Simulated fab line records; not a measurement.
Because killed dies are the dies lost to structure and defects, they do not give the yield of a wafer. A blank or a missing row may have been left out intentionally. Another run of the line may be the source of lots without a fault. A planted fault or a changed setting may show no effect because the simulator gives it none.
Problem report in the 8D (eight disciplines) form, filled by code | flow gf180mcu | the parts of the form that need people (team, actions taken, sign-off) are left out

## 1. WHAT WENT WRONG
A mean of 2705.6 W is read at GF_V4_SPUTTER_21 for cathode-dc-power-W, taken on 1 wafer of 1 lot, against 2500.0 W (standard deviation 0.44) on wafers free of any fault. That is +99 or more standard deviations from the usual mean.
The step: material Ti, target thk 15 nm, time 80.02 s.
Earliest sighting: wafer L739.1 on pvd-sputter-01 at day 29 13:06. The record has a number at this step for 15 wafers belonging to 5 lots. Rule for "out" (also "out of limits"): further than 4 standard deviations from the usual mean. The other wafers with a number count as sound.

## 2. WHAT THIS IS AND IS NOT
question                    | is                 | is not
which readings at this step | cathode-dc-power-W | throttle-valve-pct
which lots                  | L739               | L725, L731, L746, L747
which wafers of those lots  | L739.1             | L739.2, L739.5
read on which tools         | pvd-sputter-01     | pvd-sputter-02, pvd-sputter-04
when                        | from day 29 13:06  | up to then (8 sound wafers); but 6 sound wafers of L746, L747 came after

## 3. SUSPECTS, AND WHAT RULES EACH OUT
Counting: a tool at a process step up to the reading stays a suspect if it ran every lot that is out. Sound lots after the first of them don't rule it out here, since some wafers of a struck lot are sound.
- rie-diel-02 at GF_V4_ETCH_16 (etches BARC in N2/H2): kept. The lot that is out, L739, ran on it at day 29 12:24; the last sound lot it ran before that was L725, at day 24 06:36.
- rie-diel-02 at GF_V4_ETCH_17 (etches SiO2 in C4F8/O2/Ar, stops on TiN, target depth 630 nm): kept. The lot that is out, L739, ran on it at day 29 12:31; the last sound lot it ran before that was L725, at day 24 06:44. With no start given for some of its lots, GF_V4_ETCH_17 uses the hours and lot order of GF_V4_STRIP_18.
- plasma-asher-01 at GF_V4_STRIP_18 (strips in O2/N2): kept. It ran the lot that is out, L739 (day 29 12:31).
- pvd-sputter-01 at GF_V4_SPUTTER_21 (material Ti, target thk 15 nm, time 80.02 s): kept. The lot that is out, L739, ran on it at day 29 13:06; the last sound lot it ran before that was L731, at day 26 18:20. Its own cathode-dc-power-W readings are out on those wafers.
- At GF_V4_ETCH_16 on rie-diel-02, chamber 1 took the sound wafers of the same lots and chamber 2 took the wafers that are out.
- At GF_V4_ETCH_17 on rie-diel-02, chamber 1 took the sound wafers of the same lots and chamber 2 took the wafers that are out.
Left after counting: rie-diel-02 at GF_V4_ETCH_16, rie-diel-02 at GF_V4_ETCH_17, plasma-asher-01 at GF_V4_STRIP_18, pvd-sputter-01 at GF_V4_SPUTTER_21.

## 4. THE CAUSE (what the simulator had put in)
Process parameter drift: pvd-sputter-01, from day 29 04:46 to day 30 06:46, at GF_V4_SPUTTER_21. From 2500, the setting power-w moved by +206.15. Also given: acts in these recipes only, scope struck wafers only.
Of the 4 suspects that counting leaves, this tool is one.

## 5. THE CHAIN OF EFFECTS, in route order
One row per reading whose mean, taken over the struck wafers that have a number, lies over 3 standard deviations from the usual. Scope: only readings with a usual standard deviation given in the record; hours: median across lots of the time from each lot's start at the first step in this table that gives one to its start at this step; sigmas: change in usual standard deviations.
hours | step             | reading            | usual    | on struck wafers | change | sigmas
0     | GF_V4_SPUTTER_21 | cathode-dc-power-W | 2500.0 W | 2705.6           | +205.6 | +99 or more
Process steps it contains:
- GF_V4_SPUTTER_21: material Ti, target thk 15 nm, time 80.02 s.

## 6. WHAT WOULD HAVE CAUGHT IT SOONER
In this record no reading fell out of limits until day 29 13:06, 8 hours after the fault had begun at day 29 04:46.
